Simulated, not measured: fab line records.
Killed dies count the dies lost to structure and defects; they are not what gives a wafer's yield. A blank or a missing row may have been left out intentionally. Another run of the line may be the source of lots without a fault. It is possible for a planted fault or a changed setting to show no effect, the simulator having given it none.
Comparing a struck lot with a sound one | flow sky130 | 42 out of 708 route steps
Sound: wafers L770.3, L770.5, L770.6. Wafers struck: L774.2, L774.3, L774.4. Last of all comes the cause.
Per side, at each step with rows, come the tool, then ch with its chambers, and then its first start. Under that, the readings that differ: sound wafers | struck wafers | difference of the means | sigmas: that difference in standard deviations of wafers without a fault.
alike: a reading whose means differ by less than 2 such deviations, as well as words and numbers matching on both sides. not compared: withheld readings; readings where some wafer has no value; bounds like >300 that might hide an equal value; numbers whose values overlap and for which the record gives no deviation.
The two part at a step that has a row with sigmas, a row that says differs or no value, or rows on one side only. Numbers that don't overlap but have no deviation are shown without sigmas and don't part them. A reading missing from all wafers of one side parts the sides only when that side holds two or more wafers.

first, 5 steps without rows for these wafers: SKY_GATE_OXIDE_COAT_05 (resist thk 1140 nm); SKY_GATE_OXIDE_SOFTBAKE_06 (time 60 s); SKY_GATE_OXIDE_EXPOSE_07 (exposes mask LVOM, target cd 600 nm); SKY_GATE_OXIDE_PEB_08; SKY_GATE_OXIDE_DEVELOP_09 (develop time 60 s).
SKY_GATE_OXIDE_OVL_MEAS_10:
  sound on overlay-02 at day 15 01:12; struck on overlay-01 at day 16 14:06
  alike: GATE_OXIDE_OVL
then, 2 steps without rows for these wafers: SKY_GATE_OXIDE_IMPLANT_11; SKY_GATE_OXIDE_WET_ETCH_12 (etches SiO2 in dHF, target depth 16.8 nm, time 336 s).
SKY_GATE_OXIDE_STRIP_13: strips in O2/N2.
  sound on plasmaAsher-02 ch 0,1, day 15 01:31; struck on plasmaAsher-03 ch 0,1, day 16 14:23
  alike: drypumpMotorCurrentA, n2FlowSccm, oesProductAu, stripTimeToEndpointS
  not compared: rfHoursCounterH
SKY_GATE_OXIDE_TW_MEAS_14:
  sound on filmMetro-01 at day 15 01:36; struck on filmMetro-03 at day 16 14:29
  alike: GATE_OXIDE_TW
then, 2 steps without rows for these wafers: SKY_GATE_OXIDE_CLEAN_15 (cleans in SC1/SC2, time 150 s); SKY_GATE_OXIDE_OXIDATION_16 (stabilise 600 s, purge 300 s, target thk 3.57 nm).
SKY_POLY_GATE_CVD_00: deposits poly-Si, target thk 180 nm, time 720 s.
  sound on lpcvd-01 ch 0, day 15 04:22; struck on lpcvd-01 ch 0, day 16 16:07
reading                                      | sound                | struck               | difference | sigmas
spikeTcBottomC (C)                           | 641.5 641.4 642.5    | 633.9 634.3 633.2    | -8.0       | -8
spikeTcCentreC (C)                           | 622.8 623.4 623.2    | 615.4 614.7 614.3    | -8.3       | -6
spikeTcLowerC (C)                            | 621.0 619.1 620.4    | 613.2 612.4 612.6    | -7.4       | -8
spikeTcUpperC (C)                            | 619.4 618.9 620.4    | 608.7 610.8 610.2    | -9.7       | -8
susceptorTempC (C)                           | 620.18 620.04 619.99 | 612.08 612.25 612.48 | -7.80      | -28
model.poly-Si_of_POLY_GATE_CVD_00.thkNm (nm) | 181.8 182.8 182      | 151.8 155.3 152.1    | -29.1      | 
SKY_POLY_GATE_THK_MEAS_01:
  sound on filmMetro-02 at day 15 05:35; struck on filmMetro-01 at day 16 17:56
reading                   | sound             | struck            | difference | sigmas
POLY_GATE_CVD_00_THK (nm) | 181.7 182.7 182.1 | 151.8 155.4 152.1 | -29.1      | -15
then, 8 steps without rows for these wafers: SKY_RES_PROTECT_DEHYDRATE_00 (time 60 s); SKY_RES_PROTECT_HMDS_01 (prime time 60 s); SKY_RES_PROTECT_COAT_02 (resist thk 1140 nm); SKY_RES_PROTECT_SOFTBAKE_03 (time 60 s); SKY_RES_PROTECT_EXPOSE_04 (exposes mask RPM, target cd 1270 nm); SKY_RES_PROTECT_PEB_05; SKY_RES_PROTECT_DEVELOP_06 (develop time 60 s); SKY_POLY_GATE_IMPLANT_02.
SKY_RES_PROTECT_STRIP_07: strips in O2/N2.
  sound on plasmaAsher-01 ch 0,1, day 16 08:06; struck on plasmaAsher-03 ch 0,1, day 17 22:01
  alike: drypumpMotorCurrentA, n2FlowSccm, oesProductAu, stripTimeToEndpointS
  not compared: rfHoursCounterH
SKY_RES_PROTECT_TW_MEAS_08:
  sound on filmMetro-02 at day 16 08:11; struck on filmMetro-03 at day 17 22:08
  alike: POLY_GATE_TW
SKY_RES_PROTECT_CLEAN_09: cleans in SC1/SC2, time 150 s.
  sound on wetBench-01 ch 0, day 16 08:13; struck on wetBench-01 ch 3, day 17 22:11
reading                                      | sound             | struck            | difference | sigmas
model.poly-Si_of_POLY_GATE_CVD_00.thkNm (nm) | 181.1 182.1 181.4 | 151.2 154.6 151.4 | -29.1      | 
then, 1 step without rows for these wafers: SKY_POLY_GATE_CVD_03 (deposits Si3N4 from DCS/NH3, target thk 75 nm, time 1290 s).
SKY_POLY_GATE_THK_MEAS_04:
  sound on filmMetro-03 at day 17 03:29; struck on filmMetro-01 at day 18 01:31
  alike: POLY_GATE_CVD_03_THK
then, 8 steps without rows for these wafers: SKY_POLY_GATE_DEHYDRATE_05 (time 60 s); SKY_POLY_GATE_HMDS_06 (prime time 60 s); SKY_POLY_GATE_COAT_07 (resist thk 110 nm); SKY_POLY_GATE_COAT_08 (resist thk 450 nm); SKY_POLY_GATE_SOFTBAKE_09 (time 90 s); SKY_POLY_GATE_EXPOSE_10 (exposes mask P1M, target cd 150 nm); SKY_POLY_GATE_PEB_11; SKY_POLY_GATE_DEVELOP_12 (develop time 60 s).
SKY_POLY_GATE_CD_MEAS_13: target cd 150 nm.
  sound on cdSem-01 at day 18 08:40; struck on cdSem-01 at day 19 07:17
  alike: cdNm
SKY_POLY_GATE_OVL_MEAS_14:
  sound on overlay-02 at day 18 08:45; struck on overlay-01 at day 19 07:23
reading            | sound    | struck | difference | sigmas
POLY_GATE_OVL (nm) | -7 -9 -7 | 3 3 5  | +11        | +2
SKY_POLY_GATE_ETCH_15: etches BARC in N2/H2, stops on SiO2, time 118.5 s, target depth 110 nm.
  sound on rieDiel-01 ch 0,1, day 18 08:46; struck on rieDiel-01 ch 0,1,2, day 19 07:25
  alike: drypumpMotorCurrentA, n2FlowSccm, oesProductAu, throttleValvePct
  not compared: rfHoursCounterH
SKY_POLY_GATE_ETCH_16: etches Si3N4 in CH3F/O2, stops on poly-Si, time 147.5 s, target depth 75 nm.
  sound on rieDiel-01 ch 0,1, day 18 08:52; struck on rieDiel-01 ch 0,1,2, day 19 07:31
  alike: drypumpMotorCurrentA, oesProductAu, throttleValvePct
  not compared: rfHoursCounterH
SKY_POLY_GATE_ETCH_17: etches poly-Si in HBr/Cl2, stops on SiO2, target depth 180 nm, time 70.5 s.
  sound on rieSi-02 ch 1,2,3, day 18 08:57; struck on rieSi-02 ch 0,2,3, day 19 07:36
reading                             | sound             | struck            | difference | sigmas
oesProductAu (a.u.)                 | 0.987 0.987 0.993 | 0.885 0.893 0.887 | -0.101     | -14
model.etch.depthNm (nm)             | 181.1 178.5 180.8 | 151.2 154.6 151.4 | -27.7      | 
model.POLY_GATE.featureDepthNm (nm) | 181.1 178.5 180.8 | 151.2 154.6 151.4 | -27.7      | 
  alike: drypumpMotorCurrentA, heBacksideLeakSccm, throttleValvePct
  not compared: rfHoursCounterH
SKY_POLY_GATE_STRIP_18: strips in O2/N2.
  sound on plasmaAsher-01 ch 0,1, day 18 09:02; struck on plasmaAsher-04 ch 0,1, day 19 07:40
  alike: drypumpMotorCurrentA, n2FlowSccm, oesProductAu, stripTimeToEndpointS
  not compared: rfHoursCounterH
-- record jumps: 28 days separate the struck wafers' starts on either side; left off in module POLY_GATE, taken up again in module PAD_OPEN, whose first shown step is the route's number 708 --
SKY_PAD_OPEN_PROBE_99:
  sound on prober-02 at day 47 07:10; struck on prober-01 at day 47 18:35
reading                         | sound             | struck            | difference | sigmas
killed_at_M4_up                 | 7 4 3             | 1 0 1             | -4         | -2
model.etest.resHighPo.lineOhmUm | 743.9 757.8 761.3 | 848.4 858.2 871.1 | +104.9     | 
model.etest.resPoly.lineOhmUm   | 504.9 506.6 514.6 | 599.8 599.5 618.9 | +97.4      | 
model.etest.resHighPo.rsOhmSq   | 261.2 262.4 266.5 | 300.9 299.8 304.6 | +38.4      | 
model.etest.resPoly.rsOhmSq     | 48.06 48.6 48.7   | 56.92 56.02 57.12 | +8.23      | 
model.etest.capLiToPoly.cAfUm2  | 94.8 97.02 96.99  | 88.25 92.3 91.53  | -5.58      | 
  alike: killed_at_M0_to_M3, killedAtContacts, killedAtFrontEnd, killedAtOther, killedDies, killedOpen, killedShort

== WHERE THEY PART ==
Last at SKY_PAD_OPEN_PROBE_99 as far as this record goes, first at SKY_POLY_GATE_CVD_00.

WHY: whatever the simulator had introduced
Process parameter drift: lpcvd-01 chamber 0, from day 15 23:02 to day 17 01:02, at SKY_POLY_GATE_CVD_00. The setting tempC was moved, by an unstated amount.
